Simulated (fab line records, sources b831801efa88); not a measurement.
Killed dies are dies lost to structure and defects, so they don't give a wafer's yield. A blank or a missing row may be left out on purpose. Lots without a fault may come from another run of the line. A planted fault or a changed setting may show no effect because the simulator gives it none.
Chamber matching | flow sky130 | SKY_POLY_GATE_ETCH_15 on rie_diel-01: 4 sister chambers
The step etches BARC in N2/H2, stops on SiO2, time 118.5 s, target depth 110 nm. 14 wafers are shown with their chamber, then 7 later ones without.

WAFERS WITH THEIR CHAMBER
wafer  | chamber | drypump_motor_current_A (A) | throttle_valve_pct (%) | bias_w (W)
L312.1 | 2       | 5.4                         | 13.202                 | 99.83
L312.5 | 3       | 5.1                         | 13.216                 | 100.12
L312.6 | 1       | 5.3                         | 13.219                 | 99.84
L313.1 | 1       | 5.3                         | 13.220                 | 99.42
L313.5 | 1       | 5.3                         | 13.213                 | 99.72
L313.6 | 0       | 6.4                         | 13.207                 | 99.47
L316.1 | 1       | 5.3                         | 13.224                 | 99.82
L316.2 | 2       | 5.4                         | 13.221                 | 99.28
L316.3 | 0       | 6.4                         | 13.205                 | 100.24
L318.3 | 2       | 5.4                         | 13.205                 | 99.98
L318.4 | 0       | 6.4                         | 13.194                 | 100.36
L318.5 | 2       | 5.4                         | 13.218                 | 99.33
L323.3 | 3       | 5.0                         | 13.213                 | 99.95
L323.5 | 0       | 6.5                         | 13.217                 | 99.79

SIGNATURES (means of the wafers above)
reading                 | chamber 0 | chamber 1 | chamber 2 | chamber 3 | scatter within a chamber
drypump_motor_current_A | 6.425     | 5.300     | 5.400     | 5.050     | 0.0354
throttle_valve_pct      | 13.20575  | 13.21900  | 13.21150  | 13.21450  | 0.00773
bias_w                  | 99.9650   | 99.7000   | 99.6050   | 100.0350  | 0.317
Rule: a wafer's distance from a chamber is the root of the sum, over the readings, of the square of ((its reading less the chamber's mean) divided by the reading's scatter). The wafer belongs to the nearest chamber; if the next one is less than 2 further off, it can't be placed. The scatter: the root of (the sum of the squares of (reading less its chamber's mean) over the shown wafers, divided by (wafers less chambers)).

WAFERS WITHOUT THEIR CHAMBER
wafer  | drypump_motor_current_A (A) | throttle_valve_pct (%) | bias_w (W)
L323.6 | 5.3                         | 13.218                 | 100.13
L330.2 | 5.3                         | 13.225                 | 100.10
L330.4 | 5.3                         | 13.203                 | 99.79
L330.5 | 5.0                         | 13.205                 | 99.95
L329.2 | 6.4                         | 13.204                 | 100.03
L329.4 | 6.4                         | 13.209                 | 100.37
L329.5 | 5.4                         | 13.204                 | 99.58

WHICH CHAMBER EACH WENT THROUGH
wafer  | from the rows above     | in truth
L323.6 | 1                       | 1
L330.2 | 1                       | 1
L330.4 | can't be placed: 1 or 2 | 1
L330.5 | 3                       | 3
L329.2 | 0                       | 0
L329.4 | 0                       | 0
L329.5 | 2                       | 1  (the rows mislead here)
Placed correctly: 5 of 7. Can't be placed from these rows: 1 (the true chamber is among the candidates in 1). Placed wrongly: 1.
